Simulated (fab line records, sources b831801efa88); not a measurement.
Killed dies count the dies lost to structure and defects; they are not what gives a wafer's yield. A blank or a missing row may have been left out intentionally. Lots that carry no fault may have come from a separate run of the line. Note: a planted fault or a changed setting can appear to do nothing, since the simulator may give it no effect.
fab line records    flow sfq-line
record lots=15  wafers=45  last-day=82
route steps=325 shown L0V@16 M2@89 M3@130 I3@143
lots that met no fault: taken from a fault-free run of the same line
start-h: hours from the record's first day to the start of the lot's first wafer shown    wait-h: hours elapsed since this lot's preceding step    " unchanged from the row above    L1.1+2: one row covering several wafers at once    - either no value or no given start    * or withheld: withheld    < > ~ a bound
route shown NAME@n: names a module that has steps shown in the file, with the first one's number in the route    usual: mean and standard deviation over wafers with no fault    same: alike in all rows    chamber/n: place in a boat    sites: each site's reading    _std_site: how widely they spread, as a standard deviation    _edge_site: inner sites' mean taken away from outer sites' mean    radius-mm: for every site, how far away it sits from the centre of the wafer    mask NAME#n: copy n    behind: the tool/chamber that last shaped the wafer    hold: why the lot was held/for how many hours/how that ended    device: transistor that didn't switch, given as n, p or np    end of line: tests run on the same wafers once the route is complete    a step given without rows: its recipe and nothing more    killed: the dies lost at the first sort to structure and to defects; this is not the yield of the wafer    map: shows each die of a wafer: x if killed, . if not, _ if none is there
set.NAME: the setting as run; set.NAME@STEP: as run at that earlier step    model.NAME: the simulator's own value behind a step, which no gauge read
route steps across a sampled set of lots; one table per step, one row per wafer
services: the hour from which a tool's chamber was out of use, counted from the record's first day as start-h (under 0 if before that day), plus the number of hours and why
## steps
# step SFQ_TRILAYER_L0_CAP_PECVD_011
# recipe material=SiO2  temp-c=150  time-s=13.333  pressure-torr=2.4  rf-w=183.3  precursor=SiH4/N2O  target-thk-nm=60
# usual heater-power-w=85/15  throttle-valve-pct=25.3/0.92
lot.wafer  tool      chamber  start-h  wait-h  heater-power-w  throttle-valve-pct
L269.1     pecvd-03  0        28.00    0.0     90              25.6
L269.2     "         2        "        "       48              26.3
L269.5     "         0        "        "       90              25.5
L270.1     pecvd-04  0        30.90    0.0     97              26.3
L270.2     "         1        "        "       87              25.2
L270.3     "         2        "        "       106             25.1
L271.2     pecvd-03  1        35.70    0.0     71              26.7
L271.4     "         1        "        "       73              26.4
L271.6     "         0        "        "       81              25.8
L272.3     pecvd-04  2        41.70    0.0     100             24.7
L272.4     "         1        "        "       90              25.3
L272.6     "         2        "        "       100             25.0
L273.1     pecvd-02  1        46.50    0.0     71              24.6
L273.2     "         0        "        "       103             23.8
L273.6     "         0        "        "       100             23.7
L274.4     pecvd-04  0        51.31    0.0     98              26.4
L274.5     "         1        "        "       90              25.4
L274.6     "         2        "        "       100             25.1
L276.2     pecvd-02  1        62.10    0.0     75              24.7
L276.3     "         0        "        "       110             24.0
L276.6     "         2        "        "       85              24.3
L277.2     pecvd-03  2        65.70    0.0     60              26.1
L277.3     "         0        "        "       83              25.6
L277.4     "         2        "        "       59              26.2
L278.4     pecvd-03  2        71.71    0.0     53              26.1
L278.5     "         0        "        "       88              25.5
L278.6     "         1        "        "       75              26.6
L279.1     pecvd-02  0        75.30    0.0     105             23.9
L279.3     "         1        "        "       85              24.6
L279.6     "         0        "        "       104             23.9
L280.2     pecvd-02  0        84.12    0.0     110             23.8
L280.5     "         0        "        "       110             24.0
L280.6     "         2        "        "       89              24.3
L281.1     pecvd-02  2        90.12    0.0     75              24.2
L281.3     "         1        "        "       85              24.5
L281.4     "         1        "        "       87              25.0
L281.1     pecvd-02  2        90.31    0.2     75              24.4
L281.3     "         1        "        "       86              25.0
L281.4     "         1        "        "       84              24.8
L282.3     pecvd-02  0        93.72    0.0     91              24.1
L282.4     "         1        "        "       78              24.9
L282.5     "         0        "        "       93              24.1
L283.2     pecvd-03  2        99.72    0.0     59              26.4
L283.4     "         1        "        "       77              26.6
L283.5     "         0        "        "       86              25.5
L283.2     pecvd-03  2        99.91    0.2     57              26.3
L283.4     "         1        "        "       75              26.6
L283.5     "         0        "        "       87              25.5
L290.1     pecvd-02  1        140.57   0.0     71              25.2
L290.2     "         2        "        "       81              24.4
L290.5     "         2        "        "       79              24.2
L290.1     pecvd-02  1        140.77   0.2     71              25.2
L290.2     "         2        "        "       82              24.5
L290.5     "         2        "        "       80              24.4
# step SFQ_TRILAYER_L0_VIA_ETCH_VIA_ETCH_016
# recipe target=SiO2  stop-on=MoNx_KI  mask-material=PR  chemistry=CHF3  target-depth-nm=80  source-w=500  bias-w=80  pressure-mtorr=30  time-s=withheld
# usual drypump-motor-current-A=5.7/0.56  oes-product-au=0.843/0.0079
lot.wafer  tool         chamber  start-h  wait-h  drypump-motor-current-A  oes-product-au
L269.1     rie-diel-04  2        95.20    0.0     5.7                      0.855
L269.2     "            1        "        "       6.2                      0.849
L269.5     "            3        "        "       6.2                      0.845
L270.1     rie-diel-02  0        97.60    0.0     6.4                      0.841
L270.2     "            2        "        "       5.6                      0.848
L270.3     "            1        "        "       4.8                      0.844
L271.2     rie-diel-03  1        101.20   0.0     6.5                      0.830
L271.4     "            3        "        "       5.2                      0.850
L271.6     "            0        "        "       5.1                      0.862
L272.3     rie-diel-03  3        109.60   0.0     5.2                      0.833
L272.4     "            0        "        "       5.1                      0.852
L272.6     "            2        "        "       6.5                      0.849
L273.1     rie-diel-03  2        114.40   0.0     6.5                      0.844
L273.2     "            3        "        "       5.2                      0.830
L273.6     "            3        "        "       5.2                      0.834
L274.4     rie-diel-02  2        122.80   0.0     5.6                      0.856
L274.5     "            0        "        "       6.4                      0.851
L274.6     "            1        "        "       4.8                      0.847
L276.2     rie-diel-03  1        133.60   0.0     6.5                      0.835
L276.3     "            0        "        "       5.0                      0.836
L276.6     "            0        "        "       5.1                      0.835
L277.2     rie-diel-04  3        138.40   0.0     6.3                      0.845
L277.3     "            1        "        "       6.3                      0.845
L277.4     "            0        "        "       5.5                      0.845
L278.4     rie-diel-02  3        149.95   0.0     5.8                      0.861
L278.5     "            1        "        "       4.8                      0.852
L278.6     "            0        "        "       6.3                      0.840
L279.1     rie-diel-03  3        152.32   0.0     5.3                      0.825
L279.3     "            1        "        "       6.5                      0.833
L279.6     "            0        "        "       5.0                      0.839
L280.2     rie-diel-04  0        199.69   0.0     5.5                      0.837
L280.5     "            3        "        "       6.2                      0.847
L280.6     "            2        "        "       5.6                      0.840
L281.1     rie-diel-02  2        205.69   0.0     5.6                      0.996
L281.3     "            0        "        "       6.4                      0.998
L281.4     "            2        "        "       5.6                      0.991
L282.3     rie-diel-04  1        211.69   0.0     6.3                      0.838
L282.4     "            3        "        "       6.2                      0.841
L282.5     "            3        "        "       6.3                      0.830
L283.2     rie-diel-02  1        218.90   0.0     4.8                      0.993
L283.4     "            0        "        "       6.3                      0.993
L283.5     "            3        "        "       5.8                      0.997
L290.1     rie-diel-02  2        258.05   0.0     5.6                      1.018
L290.2     "            0        "        "       6.4                      1.010
L290.5     "            1        "        "       4.8                      0.999
# step SFQ_TRILAYER_M2_DEP_SPUTTER_055
# recipe material=Nb  base-pressure-pa=1.33e-06  chamber-pressure-pa=0.1333  substrate-temp-c=20  resputter-cathode-voltage-v=400  target-thk-nm=200  power-w=2000  time-s=133.3
# usual base-pressure-pa=1.33e-06/7.8e-08  chamber-pressure-pa=0.13327/0.00027  throttle-valve-pct=30.5/1
lot.wafer  tool            chamber  start-h  wait-h  base-pressure-pa  chamber-pressure-pa  throttle-valve-pct
L269.1     pvd-sputter-04  -        516.76   0.0     1.28e-06          0.13363              31.2
L269.2     "               -        "        "       1.3e-06           0.13355              30.7
L269.5     "               -        "        "       1.39e-06          0.13309              30.6
L270.1     pvd-sputter-03  -        520.36   0.0     1.41e-06          0.13324              31.2
L270.2     "               -        "        "       1.39e-06          0.13355              32.3
L270.3     "               -        "        "       1.33e-06          0.13347              29.9
L271.2     pvd-sputter-04  -        534.16   0.0     1.38e-06          0.13352              29.2
L271.4     "               -        "        "       1.35e-06          0.13312              31.2
L271.6     "               -        "        "       1.22e-06          0.13331              30.5
L272.3     pvd-sputter-05  -        536.56   0.0     1.15e-06          0.13322              29.5
L272.4     "               -        "        "       1.26e-06          0.13314              31.5
L272.6     "               -        "        "       1.27e-06          0.13326              29.4
L273.1     pvd-sputter-05  -        547.36   0.0     1.44e-06          0.13374              31.8
L273.2     "               -        "        "       1.29e-06          0.13339              29.8
L273.6     "               -        "        "       1.28e-06          0.13297              29.7
L274.4     pvd-sputter-05  -        550.98   0.0     1.32e-06          0.13328              31.7
L274.5     "               -        "        "       1.37e-06          0.13299              31.9
L274.6     "               -        "        "       1.41e-06          0.13301              29.9
L276.2     pvd-sputter-03  -        573.76   0.0     1.39e-06          0.13363              29.8
L276.3     "               -        "        "       1.2e-06           0.1332               29.4
L276.6     "               -        "        "       1.22e-06          0.13349              32.2
L277.2     pvd-sputter-03  -        582.16   0.0     1.2e-06           0.13306              29.5
L277.3     "               -        "        "       1.34e-06          0.13372              30.0
L277.4     "               -        "        "       1.38e-06          0.13319              32.4
L278.4     pvd-sputter-04  -        595.36   0.0     1.36e-06          0.13323              29.1
L278.5     "               -        "        "       1.4e-06           0.13288              29.2
L278.6     "               -        "        "       1.3e-06           0.13285              31.0
L279.1     pvd-sputter-03  -        601.36   0.0     1.23e-06          0.13362              30.2
L279.3     "               -        "        "       1.26e-06          0.13291              32.5
L279.6     "               -        "        "       1.41e-06          0.13388              31.1
L280.2     pvd-sputter-05  -        642.33   0.0     1.35e-06          0.13295              29.6
L280.5     "               -        "        "       1.34e-06          0.13336              29.5
L280.6     "               -        "        "       1.16e-06          0.13341              31.7
L281.1     pvd-sputter-04  -        658.10   0.0     1.3e-06           0.13349              30.5
L281.3     "               -        "        "       1.19e-06          0.13278              29.3
L281.4     "               -        "        "       1.28e-06          0.13318              30.7
L282.3     pvd-sputter-03  -        669.34   0.0     1.35e-06          0.1334               29.7
L282.4     "               -        "        "       1.29e-06          0.13327              32.2
L282.5     "               -        "        "       1.38e-06          0.13345              29.5
L283.2     pvd-sputter-05  -        676.54   0.0     1.32e-06          0.1337               29.3
L283.4     "               -        "        "       1.34e-06          0.13293              31.6
L283.5     "               -        "        "       1.35e-06          0.13334              30.2
L290.1     pvd-sputter-04  -        759.40   0.0     1.4e-06           0.1332               29.2
L290.2     "               -        "        "       1.35e-06          0.13343              30.7
L290.5     "               -        "        "       1.35e-06          0.13342              30.5
# step SFQ_TRILAYER_M3_ETCH_METAL_ETCH_078
# recipe target=Nb  stop-on=SiO2  mask-material=PR  chemistry=Cl2/Ar  target-depth-nm=240  icp-w=600  bias-w=80  pressure-mtorr=10  time-s=120
# usual drypump-motor-current-A=5.7/0.42  oes-product-au=0.895/0.0064
lot.wafer  tool          chamber  start-h  wait-h  drypump-motor-current-A  oes-product-au  rf-hours-counter-h
L269.1     rie-metal-01  0        827.20   0.0     6.1                      0.894           110
L269.2     "             1        "        "       5.5                      0.901           57
L269.5     "             1        "        "       5.5                      0.898           -
L270.1     rie-metal-01  1        832.00   0.0     5.5                      0.894           58
L270.2     "             0        "        "       6.1                      0.895           111
L270.3     "             0        "        "       6.1                      0.902           -
L271.2     rie-metal-04  0        836.80   0.0     5.2                      0.903           132
L271.4     "             1        "        "       5.0                      0.891           -
L271.6     "             1        "        "       5.0                      0.895           -
L272.3     rie-metal-04  1        841.64   0.1     5.0                      0.898           -
L272.4     "             0        "        "       5.3                      0.892           -
L272.6     "             1        "        "       5.0                      0.903           -
L273.1     rie-metal-01  0        856.25   0.0     6.1                      0.896           114
L273.2     "             1        "        "       5.5                      0.888           61
L273.6     "             1        "        "       5.5                      0.900           -
L274.4     rie-metal-02  0        858.69   0.1     6.5                      0.896           -
L274.5     "             1        "        "       5.6                      0.889           -
L274.6     "             0        "        "       6.4                      0.901           -
L276.2     rie-metal-02  0        863.45   0.0     6.4                      0.904           95
L276.3     "             0        "        "       6.4                      0.894           -
L276.6     "             1        "        "       5.6                      0.890           -
L277.2     rie-metal-01  0        865.85   0.0     6.1                      0.887           115
L277.3     "             1        "        "       5.5                      0.890           -
L277.4     "             0        "        "       6.1                      0.891           -
L278.4     rie-metal-04  0        869.29   0.1     5.3                      0.905           -
L278.5     "             1        "        "       5.0                      0.888           -
L278.6     "             0        "        "       5.2                      0.890           -
L279.1     rie-metal-01  0        870.45   0.0     6.1                      0.895           116
L279.3     "             0        "        "       6.1                      0.895           -
L279.6     "             0        "        "       6.0                      0.893           -
L280.2     rie-metal-01  0        872.85   0.0     6.1                      0.891           116
L280.5     "             1        "        "       5.5                      0.885           -
L280.6     "             0        "        "       6.1                      0.885           -
L281.1     rie-metal-01  0        1059.52  0.1     6.1                      0.897           2
L281.3     "             0        "        "       6.1                      0.901           -
L281.4     "             0        "        "       6.1                      0.895           -
L282.3     rie-metal-01  1        1071.50  0.1     5.5                      0.896           -
L282.4     "             0        "        "       6.1                      0.893           -
L282.5     "             0        "        "       6.1                      0.908           -
L283.2     rie-metal-01  1        1078.66  0.0     5.5                      0.898           92
L283.4     "             1        "        "       5.5                      0.898           -
L283.5     "             1        "        "       5.5                      0.907           -
L290.1     rie-metal-04  0        1177.06  0.0     5.2                      0.881           26
L290.2     "             1        "        "       5.0                      0.892           94
L290.5     "             0        "        "       5.3                      0.894           -
# step SFQ_I3_OVL_MEAS_923
# usual I3_OVL=-1/6.4
lot.wafer  tool        chamber  start-h  wait-h  I3_OVL[nm]
L269.1     overlay-01  -        841.35   0.1     -2
L269.2     "           -        "        "       -3
L269.5     "           -        "        "       -5
L270.1     overlay-01  -        851.03   0.1     1
L270.2     "           -        "        "       5
L270.3     "           -        "        "       5
L271.2     overlay-02  -        859.37   0.1     -8
L271.4     "           -        "        "       -10
L271.6     "           -        "        "       -6
L272.3     overlay-02  -        862.97   0.1     0
L272.4     "           -        "        "       -8
L272.6     "           -        "        "       -4
L273.1     overlay-01  -        986.31   0.1     -1
L273.2     "           -        "        "       -10
L273.6     "           -        "        "       -7
L274.4     overlay-02  -        988.73   0.1     5
L274.5     "           -        "        "       9
L274.6     "           -        "        "       13
L276.2     overlay-02  -        994.71   0.1     3
L276.3     "           -        "        "       6
L276.6     "           -        "        "       11
L277.2     overlay-01  -        997.11   0.1     0
L277.3     "           -        "        "       -5
L277.4     "           -        "        "       -1
L278.4     overlay-02  -        999.44   0.1     -6
L278.5     "           -        "        "       7
L278.6     "           -        "        "       0
L279.1     overlay-02  -        1000.62  0.1     -8
L279.3     "           -        "        "       -4
L279.6     "           -        "        "       1
L280.2     overlay-02  -        1001.83  0.1     5
L280.5     "           -        "        "       3
L280.6     "           -        "        "       1
L281.1     overlay-01  -        1199.89  0.1     5
L281.3     "           -        "        "       -7
L281.4     "           -        "        "       -5
L282.3     overlay-01  -        1209.63  0.1     -17
L282.4     "           -        "        "       -2
L282.5     "           -        "        "       -16
L283.2     overlay-02  -        1214.42  0.1     2
L283.4     "           -        "        "       -4
L283.5     "           -        "        "       4
L290.1     overlay-02  -        1323.38  0.1     7
L290.2     "           -        "        "       1
L290.5     "           -        "        "       6
## services
tool          chamber  start-h  hours  kind
rie-metal-01  -        30.79    0.5    repair
rie-diel-02   3        32.21    2.9    repair
rie-metal-01  1        139.70   2.7    repair
rie-metal-01  -        198.07   14.6   pm
pecvd-02      -        198.89   0.4    repair
rie-metal-01  -        234.18   1.4    pm
pecvd-02      1        261.42   7.0    repair
rie-metal-01  -        311.71   1.2    repair
rie-metal-01  1        429.38   7.9    repair
pecvd-02      0        469.31   2.9    repair
pecvd-02      -        563.75   14.0   pm
pecvd-02      -        595.12   6.0    pm
pecvd-02      -        601.12   5.5    pm
pecvd-02      2        655.00   4.2    repair
pecvd-02      0        670.96   9.0    repair
rie-metal-01  -        704.15   0.5    repair
rie-metal-01  0        722.95   15.1   repair
pecvd-02      -        752.95   1.1    repair
rie-metal-01  -        781.79   28.1   pm
pecvd-02      -        932.02   2.8    pm
pecvd-02      1        996.00   8.3    repair
pecvd-02      1        1007.93  5.6    repair
rie-metal-01  1        1055.09  7.8    repair
rie-metal-01  -        1084.43  2.8    pm
## key
first-sign step=SFQ_TRILAYER_L0_CAP_PECVD_011  reading=visit  direction=added
effect step=SFQ_TRILAYER_L0_VIA_ETCH_VIA_ETCH_016  reading=oes-product-au  direction=up  sigmas=20  usual=0.843  struck=1.000
met-at SFQ_TRILAYER_L0_CAP_PECVD_011
struck-lots L281,L283,L290
not-acting-at SFQ_TRILAYER_M2_DEP_SPUTTER_055,SFQ_TRILAYER_M3_ETCH_METAL_ETCH_078,SFQ_I3_OVL_MEAS_923
fault kind=repeated-step-whole  tool=pecvd-02,pecvd-03,pecvd-04  chamber=-  onset-h=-  steps=SFQ_TRILAYER_L0_CAP_PECVD_011  times=1  scope=struck-lots-only
